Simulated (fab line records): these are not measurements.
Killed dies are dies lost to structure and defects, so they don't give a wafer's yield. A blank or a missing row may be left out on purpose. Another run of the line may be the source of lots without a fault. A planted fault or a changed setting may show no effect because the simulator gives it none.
Problem report in the 8D (eight disciplines) form, filled by code	flow sky130	the parts of the form that need people (team, actions taken, sign-off) are left out

1. PROBLEM STATEMENT
At SKY_VT_ADJUST_PCH_STRIP_09, stripTimeToEndpointS averages 45.41 s over 6 wafers from 2 lots, while fault-free wafers read 36.93 s, standard deviation 0.092. That is +92 standard deviations from the usual mean.
The step: strips in O2/N2.
Seen first at day 16 03:58 on plasmaAsher-04, wafer L515.4. At this step, 39 wafers from 13 lots have a number in the record. Rule for "out" (also "out of limits"): further than 4 standard deviations from the usual mean. The other wafers with a number count as sound.

2. WHAT IT IS, AND WHAT IT ISN'T
question	is	is not
which readings at this step	stripTimeToEndpointS, oesProductAu	drypumpMotorCurrentA
which lots	L515, L516	L497, L498, L499, L500, L501, L502, L503, L504, L505, L506, L520
which wafers of those lots	all that have a number	-
read on which tools	plasmaAsher-04	plasmaAsher-01, plasmaAsher-03
when	from day 16 03:58	up to then (30 sound wafers); but 3 sound wafers of L520 came after

3. THE SUSPECTS, EACH WITH WHAT RULES IT OUT
Counting: a tool at a process step up to the reading stays a suspect if it ran every lot that is out and no sound lot after the first of them.
- plasmaAsher-04 at SKY_VT_ADJUST_PCH_STRIP_09 (strips in O2/N2): kept. Every lot that is out went through it, starting with L515 (day 16 03:58), and after that it ran no sound lot; the last sound lot it ran before then is L501 (day 12 13:29). Its own oesProductAu, stripTimeToEndpointS readings are out on those wafers.
The count leaves plasmaAsher-04 at SKY_VT_ADJUST_PCH_STRIP_09.

4. THE CAUSE (what the simulator had put in)
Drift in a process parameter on plasmaAsher-04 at SKY_VT_ADJUST_PCH_STRIP_09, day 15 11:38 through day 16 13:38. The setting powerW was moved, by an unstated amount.
After counting, this tool was the only one left.

5. THE EFFECT CHAIN, in route order
Rows list readings where the struck wafers' mean (over those with a number) sits beyond 3 standard deviations from the usual. Only readings for which the record gives a usual standard deviation are gone through. hours: the time from each lot's start at the first step in this table that gives one to its start at this step, as a median over the lots. sigmas: the change in usual standard deviations.
hours	step	reading	usual	on struck wafers	change	sigmas
0	SKY_VT_ADJUST_PCH_STRIP_09	oesProductAu	0.723 a.u.	0.633	-0.090	-20
0	SKY_VT_ADJUST_PCH_STRIP_09	stripTimeToEndpointS	36.93 s	45.41	+8.48	+92
Process steps it contains:
- SKY_VT_ADJUST_PCH_STRIP_09: strips in O2/N2.

6. HOW IT WOULD HAVE BEEN CAUGHT EARLIER
The fault began at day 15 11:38; the first out-of-limits reading in this record came at day 16 03:58, 16 hours later.
